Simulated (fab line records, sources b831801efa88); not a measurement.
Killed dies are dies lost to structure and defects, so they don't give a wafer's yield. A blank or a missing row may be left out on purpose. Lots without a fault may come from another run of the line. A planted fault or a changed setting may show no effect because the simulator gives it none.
fab line records | flow gf180mcu | part 1 of 2: steps 1 to 29 of 42
record lots=5 wafers=15 last_day=33
route steps=602 shown PSD@260 NSD@262 SAB@264 SALICIDE@278 CONTACT@287
lots that met no fault: from a run of the same line without faults
start_h: hours from the record's first day to the start of the lot's first wafer shown | wait_h: hours since the lot's step before | " the same as in the row above | L1.1+2: a row that stands for several wafers | - no value, or no start given | * or withheld: withheld | < > ~ a bound
route shown NAME@n: a module of which the file shows steps, and the number in the route of the first | usual: mean/standard deviation of fault-free wafers | same: alike in all rows | chamber/n: place in a boat | sites: the reading at each site | _std_site: their standard deviation | _edge_site: outer sites' mean less inner sites' | radius_mm: how far each site lies from the wafer's centre | mask NAME#n: copy n | behind: the tool/chamber that last shaped the wafer | hold: why the lot was held/for how many hours/how that ended | device: the transistor (n, p or np) that didn't switch | end of line: the same wafers' tests at the end of the route | a step without rows: its recipe alone | killed: dies lost to structure and defects at the first sort, not the wafer's yield | map: a wafer's dies, x killed, . not, _ none there
set.NAME: the setting as run; set.NAME@STEP: as run at that earlier step | model.NAME: the simulator's own value behind a step, which no gauge read
lots at some steps of the route; a table a step, a row a wafer
services: from which hour (start_h, from the record's first day; less than 0 if before it) a tool's chamber was out of use, for how many hours, and why
## steps
# step GF_PSD_CLEAN_12
# recipe chemistry=SC1/SC2 mix=1:4:20 temp_c=70 time_s=150 dry=n2_spin
# columns lot.wafer tool chamber start_h wait_h
L074.1+2+6 wet_bench-02 3 322.30 0.1
L080.4+5+6 wet_bench-04 1 369.11 0.0
L081.1+3+6 wet_bench-03 3 376.92 0.1
L085.1+3+5 wet_bench-02 1 416.42 0.1
L093.2+4+5 wet_bench-04 2 477.75 0.0
# step GF_PSD_RTA_13
# recipe temp_c=1025 time_s=20 ambient=N2
# usual lamp_power_pct=35.21/0.076 wafer_temp_C_max=1029.4/0.99
# columns lot.wafer tool chamber start_h wait_h lamp_power_pct wafer_temp_C_max
L074.1 rtp_anneal-02 0 322.35 0.0 35.20 1029.0
L074.2 " 0 " " 35.18 1029.0
L074.6 " 0 " " 35.10 1029.6
L080.4 rtp_anneal-01 0 369.20 0.0 35.24 1030.5
L080.5 " 0 " " 35.31 1031.2
L080.6 " 0 " " 35.29 1029.4
L081.1 rtp_anneal-02 0 376.97 0.0 35.08 1029.4
L081.3 " 0 " " 35.13 1028.8
L081.6 " 0 " " 35.13 1028.7
L085.1 rtp_anneal-02 0 416.47 0.0 35.10 1028.2
L085.3 " 0 " " 35.09 1029.6
L085.5 " 0 " " 35.15 1027.9
L093.2 rtp_anneal-01 0 477.82 0.0 35.31 1029.3
L093.4 " 0 " " 35.30 1030.0
L093.5 " 0 " " 35.27 1029.6
# step GF_PSD_RS_MEAS_14
# recipe thk_meas_gauge=four-point-probe
# usual NSD_RS=45.84/0.097
# columns lot.wafer tool chamber start_h wait_h NSD_RS[ohm/sq]
L074.1 film_metro-04 - 322.43 0.1 45.85
L074.2 " - " " 45.77
L074.6 " - " " 46.00
L080.4 film_metro-04 - 369.30 0.1 45.78
L080.5 " - " " 45.72
L080.6 " - " " 45.68
L081.1 film_metro-03 - 377.05 0.1 45.77
L081.3 " - " " 45.78
L081.6 " - " " 45.74
L085.1 film_metro-02 - 416.55 0.1 45.70
L085.3 " - " " 45.75
L085.5 " - " " 45.90
L093.2 film_metro-02 - 477.91 0.1 45.91
L093.4 " - " " 45.93
L093.5 " - " " 45.93
# step GF_PSD_RS_MEAS_15
# recipe thk_meas_gauge=four-point-probe
# usual PSD_RS=108.74/0.3
# columns lot.wafer tool chamber start_h wait_h PSD_RS[ohm/sq]
L074.1 film_metro-04 - 322.55 0.1 108.67
L074.2 " - " " 108.69
L074.6 " - " " 108.95
L080.4 film_metro-04 - 369.42 0.1 108.24
L080.5 " - " " 108.44
L080.6 " - " " 108.32
L081.1 film_metro-03 - 377.17 0.1 108.76
L081.3 " - " " 108.65
L081.6 " - " " 108.93
L085.1 film_metro-02 - 416.67 0.1 108.26
L085.3 " - " " 108.71
L085.5 " - " " 108.50
L093.2 film_metro-02 - 478.03 0.1 108.66
L093.4 " - " " 109.07
L093.5 " - " " 108.97
# step GF_SAB_CVD_00
# recipe material=SiO2 target_thk_nm=50 precursor=TEOS temp_c=400 time_s=4.9302 rf_w=600
# usual heater_power_w=670/58 rf_fwd_power_W=588/3.4
# columns lot.wafer tool chamber start_h wait_h heater_power_w rf_fwd_power_W since_wet_clean_h
L074.1 pecvd-02 2 322.67 0.1 724 586 787
L074.2 " 0 " " 706 583 787
L074.6 " 2 " " 725 589 -
L080.4 pecvd-03 0 369.49 0.0 766 589 -
L080.5 " 1 " " 705 588 -
L080.6 " 2 " " 665 583 -
L081.1 pecvd-01 1 377.29 0.1 576 592 619
L081.3 " 0 " " 796 590 619
L081.6 " 0 " " 630 587 -
L085.1 pecvd-01 2 416.79 0.1 691 586 659
L085.3 " 0 " " 707 592 659
L085.5 " 2 " " 708 583 -
L093.2 pecvd-03 0 478.13 0.1 717 594 304
L093.4 " 0 " " 727 593 -
L093.5 " 2 " " 676 587 -
# step GF_SAB_THK_MEAS_01
# recipe reads=SiO2_of_SAB_CVD_00
# usual SAB_CVD_00_THK=50.2/0.68
# columns lot.wafer tool chamber start_h wait_h SAB_CVD_00_THK[nm]
L074.1 film_metro-01 - 322.72 0.0 48.9
L074.2 " - " " 49.5
L074.6 " - " " 49.9
L080.4 film_metro-01 - 369.53 0.0 51.2
L080.5 " - " " 51.3
L080.6 " - " " 50.4
L081.1 film_metro-01 - 377.31 0.0 49.8
L081.3 " - " " 48.9
L081.6 " - " " 50.2
L085.1 film_metro-04 - 416.81 0.0 49.8
L085.3 " - " " 49.0
L085.5 " - " " 50.1
L093.2 film_metro-01 - 478.17 0.0 49.6
L093.4 " - " " 51.2
L093.5 " - " " 50.4
# step GF_SAB_DEHYDRATE_02
# recipe temp_c=200 time_s=60
# columns lot.wafer tool chamber start_h wait_h
L074.1+2+6 litho_track-02 0 331.88 9.2
L080.4+5+6 litho_track-02 0 379.71 10.2
L081.1+3+6 litho_track-02 0 387.68 10.4
L085.1+3+5 litho_track-03 0 427.55 10.7
L093.2+4+5 litho_track-02 0 489.71 11.5
# step GF_SAB_HMDS_03
# recipe prime_time_s=60 prime_temp_c=120
# columns lot.wafer tool chamber start_h wait_h
L074.1+2+6 litho_track-02 0 332.03 0.1
L080.4+5+6 litho_track-02 0 379.86 0.1
L081.1+3+6 litho_track-02 0 387.83 0.1
L085.1+3+5 litho_track-03 0 427.70 0.1
L093.2+4+5 litho_track-02 0 489.86 0.1
# step GF_SAB_COAT_04
# recipe resist=NOVOLAK spin_rpm=3000 resist_thk_nm=1000
# columns lot.wafer tool chamber start_h wait_h
L074.1+2+6 litho_track-02 0 332.18 0.1
L080.4+5+6 litho_track-02 0 380.01 0.1
L081.1+3+6 litho_track-02 0 387.98 0.1
L085.1+3+5 litho_track-03 0 427.85 0.1
L093.2+4+5 litho_track-02 0 490.01 0.1
# step GF_SAB_SOFTBAKE_05
# recipe temp_c=90 time_s=60 resist=NOVOLAK
# columns lot.wafer tool chamber start_h wait_h
L074.1+2+6 litho_track-02 0 332.33 0.1
L080.4+5+6 litho_track-02 0 380.16 0.1
L081.1+3+6 litho_track-02 0 388.13 0.1
L085.1+3+5 litho_track-03 0 428.00 0.1
L093.2+4+5 litho_track-02 0 490.16 0.1
# step GF_SAB_EXPOSE_06
# recipe mask_id=SAB target_cd_nm=420 na=0.6 source_shape=conventional sigma_outer=0.6 dose_mj=140
# usual exposure_dose_mJ_cm2=141.04/0.14
# columns lot.wafer tool chamber start_h wait_h mask exposure_dose_mJ_cm2
L074.1 iline_stepper-01 0 - - SAB#0 141.10
L074.2 " 0 " " SAB#0 141.15
L074.6 " 0 " " SAB#0 140.91
L080.4 iline_stepper-01 0 - - SAB#0 141.01
L080.5 " 0 " " SAB#0 141.29
L080.6 " 0 " " SAB#0 141.12
L081.1 iline_stepper-01 0 - - SAB#0 140.83
L081.3 " 0 " " SAB#0 141.05
L081.6 " 0 " " SAB#0 141.12
L085.1 iline_stepper-01 0 - - SAB#0 140.81
L085.3 " 0 " " SAB#0 140.95
L085.5 " 0 " " SAB#0 140.89
L093.2 iline_stepper-01 0 - - SAB#0 141.11
L093.4 " 0 " " SAB#0 141.09
L093.5 " 0 " " SAB#0 141.15
# step GF_SAB_PEB_07
# recipe temp_c=withheld time_s=* resist=NOVOLAK
# columns lot.wafer tool chamber start_h wait_h
L074.1+2+6 litho_track-02 0 - -
L080.4+5+6 litho_track-02 0 - -
L081.1+3+6 litho_track-03 0 - -
L085.1+3+5 litho_track-03 0 - -
L093.2+4+5 litho_track-03 0 - -
# step GF_SAB_DEVELOP_08
# recipe develop_time_s=58.71 dev_temp_c=23
# same develop_time_s=58.71
# columns lot.wafer tool chamber start_h wait_h
L074.1+2+6 litho_track-02 0 343.33 0.1
L080.4+5+6 litho_track-02 0 391.56 0.1
L081.1+3+6 litho_track-03 0 399.60 0.1
L085.1+3+5 litho_track-03 0 439.85 0.1
L093.2+4+5 litho_track-03 0 501.63 0.1
# step GF_SAB_CD_MEAS_09
# recipe target_cd_nm=420
# usual cd_nm=419.8/2.2
# columns lot.wafer tool chamber start_h wait_h cd_nm
L074.1 cd_sem-02 - 343.48 0.1 421.9
L074.2 " - " " 421.8
L074.6 " - " " 423.6
L080.4 cd_sem-01 - 391.69 0.1 416.9
L080.5 " - " " 416.1
L080.6 " - " " 415.8
L081.1 cd_sem-01 - 399.75 0.1 419.2
L081.3 " - " " 417.3
L081.6 " - " " 419.8
L085.1 cd_sem-02 - 440.00 0.1 415.0
L085.3 " - " " 414.1
L085.5 " - " " 416.7
L093.2 cd_sem-02 - 501.81 0.2 417.0
L093.4 " - " " 417.3
L093.5 " - " " 415.5
# step GF_SAB_OVL_MEAS_10
# usual SAB_OVL=-0.2/1.5
# columns lot.wafer tool chamber start_h wait_h SAB_OVL[nm]
L074.1 overlay-02 - 343.60 0.1 0.1
L074.2 " - " " 0.2
L074.6 " - " " 1.2
L080.4 overlay-01 - 391.77 0.1 0.2
L080.5 " - " " -0.2
L080.6 " - " " -0.1
L081.1 overlay-01 - 399.87 0.1 0.2
L081.3 " - " " -0.6
L081.6 " - " " 1.3
L085.1 overlay-01 - 440.12 0.1 -1.4
L085.3 " - " " -0.3
L085.5 " - " " -1.6
L093.2 overlay-01 - 501.92 0.1 -0.5
L093.4 " - " " -1.0
L093.5 " - " " -0.3
# step GF_SAB_ETCH_11
# recipe chemistry=C4F8/O2/Ar mask_material=NOVOLAK target=SiO2 target_depth_nm=55 source_w=1500 bias_w=1200 pressure_mtorr=40 c4f8_flow_sccm=withheld O2_flow_sccm=6 Ar_flow_sccm=300 time_s=8.5
# usual oes_product_au=0.999/0.0095 rf_fwd_power_W=1474/7.3
# columns lot.wafer tool chamber start_h wait_h oes_product_au rf_fwd_power_W rf_hours_counter_h
L074.1 rie_diel-03 2 343.64 0.0 0.989 1477 91
L074.2 " 0 " " 1.008 1485 11
L074.6 " 2 " " 0.996 1481 -
L080.4 rie_diel-01 0 391.79 0.0 1.002 1465 23
L080.5 " 2 " " 0.984 1478 -
L080.6 " 1 " " 0.991 1473 -
L081.1 rie_diel-03 1 399.91 0.0 0.998 1484 100
L081.3 " 3 " " 1.009 1463 26
L081.6 " 2 " " 1.000 1487 -
L085.1 rie_diel-03 2 440.16 0.0 0.998 1475 93
L085.3 " 0 " " 0.993 1474 13
L085.5 " 3 " " 1.005 1472 -
L093.2 rie_diel-03 3 501.95 0.0 1.012 1462 28
L093.4 " 1 " " 1.000 1476 -
L093.5 " 0 " " 1.006 1477 -
# step GF_SAB_WET_ETCH_12
# recipe chemistry=dHF target_depth_nm=22 dry=n2_spin target=SiO2 temp_c=25 dilution=100:1 time_s=440
# columns lot.wafer tool chamber start_h wait_h
L074.1+2+6 wet_bench-03 3 343.66 0.0
L080.4+5+6 wet_bench-01 3 391.81 0.0
L081.1+3+6 wet_bench-02 0 399.93 0.0
L085.1+3+5 wet_bench-02 3 440.18 0.0
L093.2+4+5 wet_bench-01 0 501.97 0.0
# step GF_SAB_STRIP_13
# recipe chemistry=O2/N2 power_w=1400 pressure_mtorr=1500 platen_temp_c=250 o2_flow_sccm=3000 n2_flow_sccm=300 overash_fraction=0.5
# usual drypump_motor_current_A=5.4/0.44 heater_power_w=345/34 o2_flow_sccm=2999/8.6 oes_product_au=0.709/0.0046 strip_time_to_endpoint_s=12.62/0.035
# columns lot.wafer tool chamber start_h wait_h drypump_motor_current_A heater_power_w o2_flow_sccm oes_product_au rf_hours_counter_h strip_time_to_endpoint_s
L074.1 plasma_asher-01 0 343.92 0.0 5.3 326 3002 0.709 74 12.68
L074.2 " 1 " " 5.3 384 2998 0.714 74 12.62
L074.6 " 1 " " 5.3 389 2995 0.711 - 12.60
L080.4 plasma_asher-03 0 391.97 0.0 5.2 327 2986 0.712 - 12.61
L080.5 " 0 " " 5.2 335 3001 0.711 - 12.64
L080.6 " 1 " " 5.2 374 3007 0.712 - 12.62
L081.1 plasma_asher-03 0 400.06 0.0 5.2 336 3007 0.714 75 12.61
L081.3 " 0 " " 5.2 332 2995 0.706 - 12.56
L081.6 " 0 " " 5.2 332 3006 0.714 - 12.59
L085.1 plasma_asher-03 0 440.32 0.0 5.2 334 3008 0.703 80 12.67
L085.3 " 0 " " 5.2 326 3008 0.707 - 12.60
L085.5 " 0 " " 5.2 344 2995 0.714 - 12.68
L093.2 plasma_asher-01 0 502.11 0.0 5.3 322 2998 0.710 8 12.57
L093.4 " 0 " " 5.3 330 2986 0.712 - 12.60
L093.5 " 1 " " 5.3 387 3010 0.706 - 12.61
# step GF_SALICIDE_CLEAN_00
# recipe chemistry=SC1/SC2 mix=1:4:20 temp_c=70 time_s=150
# columns lot.wafer tool chamber start_h wait_h
L074.1+2+6 wet_bench-01 2 344.02 0.1
L080.4+5+6 wet_bench-02 0 392.04 0.0
L081.1+3+6 wet_bench-02 2 400.16 0.1
L085.1+3+5 wet_bench-04 2 440.42 0.1
L093.2+4+5 wet_bench-04 2 502.21 0.1
# step GF_SALICIDE_WET_ETCH_01
# recipe chemistry=dHF target_depth_nm=5 dry=ipa_marangoni target=SiO2 temp_c=25 dilution=100:1 time_s=100
# columns lot.wafer tool chamber start_h wait_h
L074.1+2+6 wet_bench-04 3 344.07 0.0
L080.4+5+6 wet_bench-01 3 392.09 0.0
L081.1+3+6 wet_bench-02 0 400.21 0.0
L085.1+3+5 wet_bench-01 3 440.47 0.0
L093.2+4+5 wet_bench-01 3 502.26 0.0
# step GF_SALICIDE_SPUTTER_02
# recipe material=Co target_thk_nm=10 power_w=1000 time_s=20 chamber_pressure_pa=0.4
# usual cathode_dc_power_W=1000.0/0.18 throttle_valve_pct=29.2/1
# columns lot.wafer tool chamber start_h wait_h cathode_dc_power_W throttle_valve_pct
L074.1 pvd_sputter-02 - 344.11 0.0 1000.0 30.1
L074.2 " - " " 999.99 29.9
L074.6 " - " " 999.97 30.8
L080.4 pvd_sputter-04 - 392.13 0.0 999.78 28.1
L080.5 " - " " 999.99 27.9
L080.6 " - " " 1000.1 28.5
L081.1 pvd_sputter-04 - 400.25 0.0 1000.2 28.0
L081.3 " - " " 999.93 29.2
L081.6 " - " " 1000.1 28.3
L085.1 pvd_sputter-02 - 440.54 0.0 999.82 29.2
L085.3 " - " " 999.80 29.9
L085.5 " - " " 1000.1 29.1
L093.2 pvd_sputter-02 - 502.30 0.0 999.78 30.1
L093.4 " - " " 1000.1 30.8
L093.5 " - " " 1000.1 30.0
# step GF_SALICIDE_SPUTTER_03
# recipe material=TiN target_thk_nm=20 power_w=6500 time_s=16.7 chamber_pressure_pa=0.4
# usual cathode_dc_power_W=6500.1/1.3 throttle_valve_pct=29.2/1
# columns lot.wafer tool chamber start_h wait_h cathode_dc_power_W throttle_valve_pct
L074.1 pvd_sputter-02 - 344.14 0.0 6499.5 30.0
L074.2 " - " " 6501.3 30.1
L074.6 " - " " 6501.6 30.8
L080.4 pvd_sputter-04 - 392.16 0.0 6500.3 28.1
L080.5 " - " " 6497.9 28.1
L080.6 " - " " 6500.5 28.3
L081.1 pvd_sputter-04 - 400.28 0.0 6498.9 28.2
L081.3 " - " " 6499.0 29.5
L081.6 " - " " 6502.9 28.1
L085.1 pvd_sputter-02 - 440.57 0.0 6499.7 29.4
L085.3 " - " " 6502.2 29.7
L085.5 " - " " 6500.6 29.2
L093.2 pvd_sputter-02 - 502.33 0.0 6500.7 29.8
L093.4 " - " " 6500.4 30.9
L093.5 " - " " 6501.8 29.7
# step GF_SALICIDE_RS_MEAS_04
# recipe thk_meas_gauge=four-point-probe reads=TiN_of_SALICIDE_SPUTTER_03+Co_of_SALICIDE_SPUTTER_02
# usual SALICIDE_TIN_RS=16.26/0.27
# columns lot.wafer tool chamber start_h wait_h SALICIDE_TIN_RS[ohm/sq]
L074.1 film_metro-04 - 344.16 0.0 16.47
L074.2 " - " " 16.04
L074.6 " - " " 16.20
L080.4 film_metro-04 - 392.24 0.1 16.61
L080.5 " - " " 16.27
L080.6 " - " " 16.12
L081.1 film_metro-02 - 400.30 0.0 16.25
L081.3 " - " " 16.65
L081.6 " - " " 16.38
L085.1 film_metro-01 - 440.60 0.0 15.92
L085.3 " - " " 15.98
L085.5 " - " " 15.99
L093.2 film_metro-01 - 502.37 0.0 16.17
L093.4 " - " " 16.19
L093.5 " - " " 16.12
# step GF_SALICIDE_THK_MEAS_05
# recipe thk_meas_gauge=xrf reads=TiN_of_SALICIDE_SPUTTER_03
# usual SALICIDE_TIN_THK=19.89/0.23
# columns lot.wafer tool chamber start_h wait_h SALICIDE_TIN_THK[nm]
L074.1 film_metro-04 - 344.28 0.1 19.99
L074.2 " - " " 20.00
L074.6 " - " " 20.13
L080.4 film_metro-04 - 392.33 0.1 19.71
L080.5 " - " " 19.71
L080.6 " - " " 20.06
L081.1 film_metro-02 - 400.42 0.1 19.90
L081.3 " - " " 19.77
L081.6 " - " " 19.59
L085.1 film_metro-01 - 440.72 0.1 19.61
L085.3 " - " " 19.67
L085.5 " - " " 19.84
L093.2 film_metro-01 - 502.48 0.1 19.61
L093.4 " - " " 19.51
L093.5 " - " " 19.73
# step GF_SALICIDE_RTA_06
# recipe temp_c=530 time_s=30 ambient=N2
# usual lamp_power_pct=6.392/0.015 wafer_temp_C_max=532.4/0.58
# columns lot.wafer tool chamber start_h wait_h lamp_power_pct wafer_temp_C_max
L074.1 rtp_anneal-02 0 344.34 0.1 6.384 532.0
L074.2 " 0 " " 6.372 532.1
L074.6 " 0 " " 6.379 533.1
L080.4 rtp_anneal-01 0 392.41 0.1 6.406 532.0
L080.5 " 0 " " 6.397 532.5
L080.6 " 0 " " 6.403 532.1
L081.1 rtp_anneal-01 0 400.48 0.1 6.396 533.3
L081.3 " 0 " " 6.411 532.8
L081.6 " 0 " " 6.404 532.9
L085.1 rtp_anneal-02 0 440.78 0.1 6.384 531.8
L085.3 " 0 " " 6.376 531.5
L085.5 " 0 " " 6.374 532.5
L093.2 rtp_anneal-01 0 502.55 0.1 6.409 532.2
L093.4 " 0 " " 6.404 532.3
L093.5 " 0 " " 6.407 531.8
# step GF_SALICIDE_WET_ETCH_07
# recipe chemistry=SPM target_depth_nm=120 dry=n2_spin
# columns lot.wafer tool chamber start_h wait_h
L074.1+2+6 wet_bench-04 2 344.44 0.1
L080.4+5+6 wet_bench-01 2 392.46 0.0
L081.1+3+6 wet_bench-04 3 400.68 0.2
L085.1+3+5 wet_bench-02 3 440.88 0.1
L093.2+4+5 wet_bench-02 0 502.63 0.1
# step GF_SALICIDE_RTA_08
# recipe temp_c=800 time_s=30 ambient=N2
# usual lamp_power_pct=17.74/0.039 wafer_temp_C_max=803.4/0.85
# columns lot.wafer tool chamber start_h wait_h lamp_power_pct wafer_temp_C_max
L074.1 rtp_anneal-02 0 344.53 0.0 17.73 803.2
L074.2 " 0 " " 17.72 802.5
L074.6 " 0 " " 17.71 804.3
L080.4 rtp_anneal-02 0 392.60 0.1 17.70 802.8
L080.5 " 0 " " 17.70 803.2
L080.6 " 0 " " 17.72 802.4
L081.1 rtp_anneal-02 0 400.77 0.0 17.68 802.3
L081.3 " 0 " " 17.73 803.3
L081.6 " 0 " " 17.69 803.1
L085.1 rtp_anneal-02 0 440.98 0.0 17.74 803.5
L085.3 " 0 " " 17.68 802.2
L085.5 " 0 " " 17.71 803.6
L093.2 rtp_anneal-02 0 502.74 0.0 17.69 803.1
L093.4 " 0 " " 17.70 803.0
L093.5 " 0 " " 17.68 803.1
# step GF_CONTACT_CVD_00
# recipe material=SiO2 target_thk_nm=300 sigma_open_frac=0.3 temp_c=400 time_s=50 sih4_flow_sccm=60 pressure_mtorr=6
# columns lot.wafer tool chamber start_h wait_h
L074.1+2+6 hdpcvd-02 2,0,1 344.63 0.1
L080.4+5+6 hdpcvd-01 2,0,1 392.68 0.1
L081.1+3+6 hdpcvd-02 2,1,1 400.87 0.1
L085.1+3+5 hdpcvd-01 2,1,1 441.08 0.1
L093.2+4+5 hdpcvd-01 1,1,2 502.83 0.1
# step GF_CONTACT_THK_MEAS_01
# recipe reads=SiO2_of_CONTACT_CVD_00
# usual CONTACT_CVD_00_THK=298/3.1
# columns lot.wafer tool chamber start_h wait_h CONTACT_CVD_00_THK[nm]
L074.1 film_metro-01 - 344.68 0.0 303
L074.2 " - " " 295
L074.6 " - " " 296
L080.4 film_metro-01 - 392.73 0.0 296
L080.5 " - " " 302
L080.6 " - " " 297
L081.1 film_metro-02 - 400.92 0.0 300
L081.3 " - " " 292
L081.6 " - " " 297
L085.1 film_metro-01 - 441.12 0.0 293
L085.3 " - " " 295
L085.5 " - " " 294
L093.2 film_metro-01 - 502.88 0.0 297
L093.4 " - " " 296
L093.5 " - " " 300
